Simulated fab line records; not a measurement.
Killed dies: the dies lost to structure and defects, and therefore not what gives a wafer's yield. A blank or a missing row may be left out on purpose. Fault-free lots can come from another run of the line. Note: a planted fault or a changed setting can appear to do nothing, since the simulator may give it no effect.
A struck lot beside a sound one || flow sky130 || 16 steps out of a route of 708
Sound: these wafers, L400.1, L400.2, L400.6. Struck: wafer L407.6. Last of all comes the cause.
Per side, at each step with rows, come the tool, then ch with its chambers, and then its first start. Under that, the readings that differ: sound wafers || struck wafers || difference of the means || sigmas: that difference in standard deviations of wafers without a fault.
alike: readings whose means differ by less than 2 such deviations, and words and numbers that are the same on both sides. not compared: withheld readings, readings that some wafer has no value for, bounds like >300 that may hide the same value, and numbers for which the record gives no deviation and whose values overlap.
Wherever a step has rows on one side only, a row that says differs or no value, or a row with sigmas, the two part there. Non-overlapping numbers with no deviation appear without sigmas and do not part them. Lack of a reading on every wafer of one side parts them only where that side has two or more wafers.

first, 3 steps without rows for these wafers: SKY_METAL1_EXPOSE_12 (exposes mask MM1, target cd 140 nm); SKY_METAL1_PEB_13; SKY_METAL1_DEVELOP_14 (develop time 60 s).
SKY_METAL1_CD_MEAS_15: the cd target is 140 nm.
  sound on cd sem-02, day 36 17:23; struck on cd sem-02, day 38 20:44
  alike: cd nm
SKY_METAL1_OVL_MEAS_16:
  sound on overlay-01, day 36 17:30; struck on overlay-01, day 38 20:47
  alike: METAL1_OVL
SKY_METAL1_DESCUM_17: chemistry O2, time 8 s.
  sound on rie metal-03 ch 0,1, day 36 17:32; struck on rie metal-04 ch 0, day 38 20:49
  alike: drypump motor current A, oes product au, temp c
  not compared: rf hours counter h
SKY_METAL1_ETCH_18: etches BARC in N2/H2, stops on SiO2, time 45.9 s, target depth 60 nm.
  sound on rie metal-03 ch 0,1, day 36 17:34; struck on rie metal-04 ch 0, day 38 20:52
  alike: drypump motor current A, oes product au, throttle valve pct
  not compared: rf hours counter h
SKY_METAL1_METAL_ETCH_19: etches the open film in Cl2/BCl3, stops on SiO2, target depth 360 nm, time 78 s.
  sound on rie metal-03 ch 0,1, day 36 17:38; struck on rie metal-04 ch 0, day 38 20:56
  alike: drypump motor current A, oes product au, throttle valve pct
  not compared: rf hours counter h
SKY_METAL1_STRIP_20: strips in O2/N2.
  sound on plasma asher-04 ch 0,1, day 36 17:43; struck on plasma asher-02 ch 0, day 38 21:02
{"reading": "drypump motor current A (A)", "sound": "5.30 5.70 5.31", "struck": 5.90, "difference": "+0.46", "sigmas": "+2"}
  alike: oes product au, strip time to endpoint s
  not compared: rf hours counter h
then, 3 steps without rows for these wafers: SKY_METAL1_STRIP_21 (strips in post etch residue remover, time 1200 s); SKY_METAL1_CLEAN_22 (cleans in IPA, time 180 s); SKY_METAL1_CLEAN_23 (cleans in O3/DIW).
SKY_VIA1_HDPCVD_00: deposits SiO2, target thk 1030 nm, time 171.7 s.
  sound on hdpcvd-02 ch 0,1,2, day 36 18:22; struck on hdpcvd-01 ch 2, day 38 21:52
{"reading": "run length s (s)", "sound": "200.3 200.2 200.6", "struck": 187.4, "difference": -13.0, "sigmas": -27}
{"reading": "model.SiO2_of_VIA1_HDPCVD_00.thk nm (nm)", "sound": "1026 1026 1046", "struck": 953.6, "difference": -79.1, "sigmas": ""}
SKY_VIA1_THK_MEAS_01:
  sound on film metro-02, day 36 18:28; struck on film metro-02, day 38 21:58
{"reading": "VIA1_HDPCVD_THK (nm)", "sound": "1026 1026 1046", "struck": 954, "difference": -79, "sigmas": -8}
SKY_VIA1_CMP_02: polishes SiO2.
  sound on cmp-02 ch 0,3, day 36 18:35; struck on cmp-02 ch 0, day 38 22:11
  alike: edge zone pressure frac, motor current A
-- the record jumps here: 12 days lie between the struck wafers' starts before and after (it left off in module VIA1 and takes up again in module PAD_OPEN, whose first step shown is number 708 of the route) --
SKY_PAD_OPEN_PROBE_99:
  sound on prober-01, day 48 23:50; struck on prober-01, day 50 12:28
{"reading": "killed at front end", "sound": "25 17 31", "struck": 12, "difference": -12, "sigmas": -3}
{"reading": "killed at other", "sound": "0 0 0", "struck": 1, "difference": "+1", "sigmas": "+2"}
  alike: killed_at_M0_to_M3, killed_at_M4_up, killed at contacts, killed dies, killed open, killed short

WHERE THEY PART
At SKY_METAL1_STRIP_20 first; at SKY_PAD_OPEN_PROBE_99 last (within this record only).

WHY: what had been put in by the simulator
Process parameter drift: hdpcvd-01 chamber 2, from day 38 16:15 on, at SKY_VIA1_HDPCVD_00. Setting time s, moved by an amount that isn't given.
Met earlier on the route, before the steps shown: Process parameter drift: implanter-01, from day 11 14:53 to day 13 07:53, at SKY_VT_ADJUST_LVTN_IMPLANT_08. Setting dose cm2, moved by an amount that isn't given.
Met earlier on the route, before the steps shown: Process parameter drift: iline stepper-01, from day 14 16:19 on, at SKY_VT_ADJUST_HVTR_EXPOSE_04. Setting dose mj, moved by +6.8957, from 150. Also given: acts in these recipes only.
